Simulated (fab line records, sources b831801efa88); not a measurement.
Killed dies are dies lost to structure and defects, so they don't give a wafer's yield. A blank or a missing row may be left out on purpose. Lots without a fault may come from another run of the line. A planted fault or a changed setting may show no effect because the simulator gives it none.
Which tool did it? | flow gf180mcu | 6 lots, 18 wafers sampled, at 2 steps of a route of 602

WHAT THE GAUGES READ, wafer by wafer
GF_MVPSD_TW_MEAS_11.
lot  | measured     | on            | MVPSD_TW
L518 | day 7 07:59  | film_metro-01 | 588 586 588
L521 | day 7 23:19  | film_metro-01 | 589 586 586
L523 | day 8 12:29  | film_metro-01 | 561 561 562
L526 | day 9 09:49  | film_metro-01 | 556 559 555
L528 | day 9 20:49  | film_metro-04 | 557 558 558
L531 | day 10 13:36 | film_metro-01 | 556 561 553

WHICH TOOL RAN EACH LOT (tool, then ch and the chambers of the sampled wafers, then the start)
lot  | GF_MVPSD_IMPLANT_09
L518 | implanter-02 ch 0, day 7 07:27
L521 | implanter-02 ch 0, day 7 22:45
L523 | implanter-02 ch 0, day 8 12:16
L526 | implanter-01 ch 0, day 9 09:34
L528 | implanter-02 ch 0, day 9 20:34
L531 | implanter-02 ch 0, day 10 13:21
- GF_MVPSD_IMPLANT_09

THE ANSWER, worked out from the rows above alone
Rule: what is usual is taken from the lots themselves. Put in order of their means at a reading, lots are off if they are a third of the lots or fewer, leave a main group of 4 or more, and stand apart from it by a gap of 3 or more times the standard deviation of the main group's means; of several such gaps the widest counts. A main group whose means are all the same, to the digits that the tables above print for the reading, isn't used. A lot without any number at a reading at which 4 lots or more have one is off too. The other lots that the step has rows for count as sound.
Off: L518, L521, at GF_MVPSD_TW_MEAS_11 (MVPSD_TW). The main group: mean 558, standard deviation 1.9.
A tool fits if, at a process step before that reading, it ran every lot that is off, and no sound lot after the first of them. The gauges at GF_MVPSD_TW_MEAS_11 are tried like those tools. None of those tried fits.

WHAT THE SIMULATOR HAD PUT IN
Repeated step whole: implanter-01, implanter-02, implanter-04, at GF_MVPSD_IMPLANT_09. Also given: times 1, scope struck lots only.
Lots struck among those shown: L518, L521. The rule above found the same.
